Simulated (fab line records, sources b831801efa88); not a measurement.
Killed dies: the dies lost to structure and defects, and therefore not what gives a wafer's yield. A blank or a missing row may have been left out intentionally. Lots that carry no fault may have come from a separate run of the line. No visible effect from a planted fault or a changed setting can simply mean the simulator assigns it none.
Problem report in the 8D (eight disciplines) form, filled by code || flow gf180mcu || the parts of the form that need people (team, actions taken, sign-off) are left out

== 1. PROBLEM STATEMENT ==
strip_time_to_endpoint_s at GF_M4_STRIP_17 reads a mean of 7.56 s on 6 wafers of 2 lots; wafers without a fault read 7.89 s with a standard deviation of 0.05. That puts it -6.5 standard deviations away from the usual mean.
The step: strips in O2/N2.
Earliest sighting: wafer L931.1 on plasma_asher-04 at day 28 23:26. The record holds 36 wafers of 12 lots with a number at this step. Rule for "out", or "out of limits": more than 4 standard deviations from the usual mean. The other wafers with a number count as sound.

== 2. WHAT THIS IS AND IS NOT ==
{"question": "which readings at this step", "is": "strip_time_to_endpoint_s", "is not": "chamber_pressure_mTorr, heater_power_w"}
{"question": "which lots", "is": "L931, L932", "is not": "L918, L919, L920, L921, L924, L925, L934, L935, L936, L937"}
{"question": "which wafers of those lots", "is": "all that have a number", "is not": "-"}
{"question": "read on which tools", "is": "plasma_asher-03, plasma_asher-04", "is not": "plasma_asher-01"}
{"question": "when", "is": "from day 28 23:26", "is not": "up to then (18 sound wafers); but 12 sound wafers of L934, L935, L936, L937 came after"}

== 3. WHAT RULES OUT EACH SUSPECT ==
Counting: a tool at any process step up to the reading remains a suspect when it ran all the lots that are out and ran no sound lot after the first of those.
- litho_track-01 at GF_M4_COAT_09 (resist thk 1000 nm): kept. It ran every lot that is out, first L931 (day 28 12:55), and no sound lot after that; its last sound lot up to then is L920 (day 25 09:34).
After counting, what remains is litho_track-01 at GF_M4_COAT_09.

== 4. THE CAUSE (what the simulator had put in) ==
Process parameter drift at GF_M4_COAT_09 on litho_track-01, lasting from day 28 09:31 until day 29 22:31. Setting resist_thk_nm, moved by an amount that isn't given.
After counting, this tool was the only one left.

== 5. THE EFFECT CHAIN, in route order ==
One row per reading whose mean, taken over the struck wafers that have a number, lies over 3 standard deviations from the usual. Scope: only readings with a usual standard deviation given in the record; hours: median across lots of the time from each lot's start at the first step in this table that gives one to its start at this step; sigmas: change in usual standard deviations.
{"hours": 0, "step": "GF_M4_STRIP_17", "reading": "strip_time_to_endpoint_s", "usual": "7.89 s", "on struck wafers": 7.56, "change": -0.33, "sigmas": -6.5}
Process steps it contains:
- GF_M4_STRIP_17: strips in O2/N2.

== 6. HOW IT WOULD HAVE BEEN CAUGHT EARLIER ==
First out-of-limits reading in this record: day 28 23:26, which is 14 hours after fault onset at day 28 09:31.
Each of the lots that are out, 2 in all, had begun GF_M4_COAT_09 on litho_track-01 no later than day 28 23:26. None of them would have been spared by holding the tool at that moment.
